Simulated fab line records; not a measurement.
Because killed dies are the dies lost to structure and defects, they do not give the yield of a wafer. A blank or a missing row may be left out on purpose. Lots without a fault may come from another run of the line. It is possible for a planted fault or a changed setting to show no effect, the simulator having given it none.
Problem report, 8D (eight disciplines) form, completed by code || flow sfq_line || the parts of the form that need people (team, actions taken, sign-off) are left out

## 1. THE ISSUE
Mean of oes_product_au at SFQ_TRILAYER_L0_BARC_OPEN_METAL_ETCH_010: 0.789 a.u. across 4 wafers in 3 lots; on wafers with no fault it is 0.685 a.u. (standard deviation 0.0044). That is +24 standard deviations from the usual mean.
The step: etches BARC in O2, target depth 125 nm, time 41.7 s.
First seen on wafer L696.1, day 8 06:56, on rie_metal-01. The record has a number at this step for 19 wafers belonging to 7 lots. By rule, "out" or "out of limits" means more than 4 standard deviations away from the usual mean. All remaining wafers that have a number are taken as sound.

## 2. WHAT IT IS; WHAT IT IS NOT
{"question": "which readings at this step", "is": "oes_product_au, run_length_s", "is not": "drypump_motor_current_A"}
{"question": "which lots", "is": "L696, L697, L698", "is not": "L684, L685, L699, L700"}
{"question": "which wafers of those lots", "is": "L696.1, L696.2, L697.1, L698.2", "is not": "L696.5, L697.3, L698.3"}
{"question": "read on which tools", "is": "rie_metal-01", "is not": "rie_metal-02, rie_metal-03"}
{"question": "when", "is": "from day 8 06:56", "is not": "up to then (7 sound wafers); but 8 sound wafers of L697, L698, L699, L700 came after"}

## 3. WHAT RULES OUT EACH SUSPECT
Counting: any tool at a process step up to the reading remains a suspect provided it ran every lot that is out. Sound lots after the first of them don't rule it out here, since some wafers of a struck lot are sound.
- rie_metal-01 at SFQ_TRILAYER_L0_BARC_OPEN_METAL_ETCH_010 (etches BARC in O2, target depth 125 nm, time 41.7 s): kept. Every lot that is out went through it, the first being L696 (day 8 06:56); the last sound lot it ran before that was L684 (day 4 15:58). Its own readings are out on those wafers: oes_product_au, run_length_s.
The count leaves rie_metal-01 at SFQ_TRILAYER_L0_BARC_OPEN_METAL_ETCH_010.

## 4. THE CAUSE (what the simulator had put in)
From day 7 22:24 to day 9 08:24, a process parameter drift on rie_metal-01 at SFQ_TRILAYER_L0_BARC_OPEN_METAL_ETCH_010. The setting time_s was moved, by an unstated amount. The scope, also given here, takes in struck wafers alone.
This tool alone remained once counting was done.

## 5. THE EFFECT CHAIN, in route order
Rows list readings where the struck wafers' mean (over those with a number) sits beyond 3 standard deviations from the usual. Scope: only readings with a usual standard deviation given in the record; hours: median across lots of the time from each lot's start at the first step in this table that gives one to its start at this step; sigmas: change in usual standard deviations.
{"hours": 0, "step": "SFQ_TRILAYER_L0_BARC_OPEN_METAL_ETCH_010", "reading": "oes_product_au", "usual": "0.685 a.u.", "on struck wafers": 0.789, "change": "+0.104", "sigmas": "+24"}
{"hours": 0, "step": "SFQ_TRILAYER_L0_BARC_OPEN_METAL_ETCH_010", "reading": "run_length_s", "usual": "70.0 s", "on struck wafers": 62.5, "change": -7.5, "sigmas": -22}
The process steps in it:
- SFQ_TRILAYER_L0_BARC_OPEN_METAL_ETCH_010: etches BARC in O2, target depth 125 nm, time 41.7 s.
Readings that are blank on the struck wafers while sound wafers have them: rf_fwd_power_W at SFQ_TRILAYER_L0_BARC_OPEN_METAL_ETCH_010.

## 6. WHAT WOULD HAVE CAUGHT IT SOONER
In this record the first reading out of limits was taken at day 8 06:56, 9 hours after the fault began at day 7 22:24.
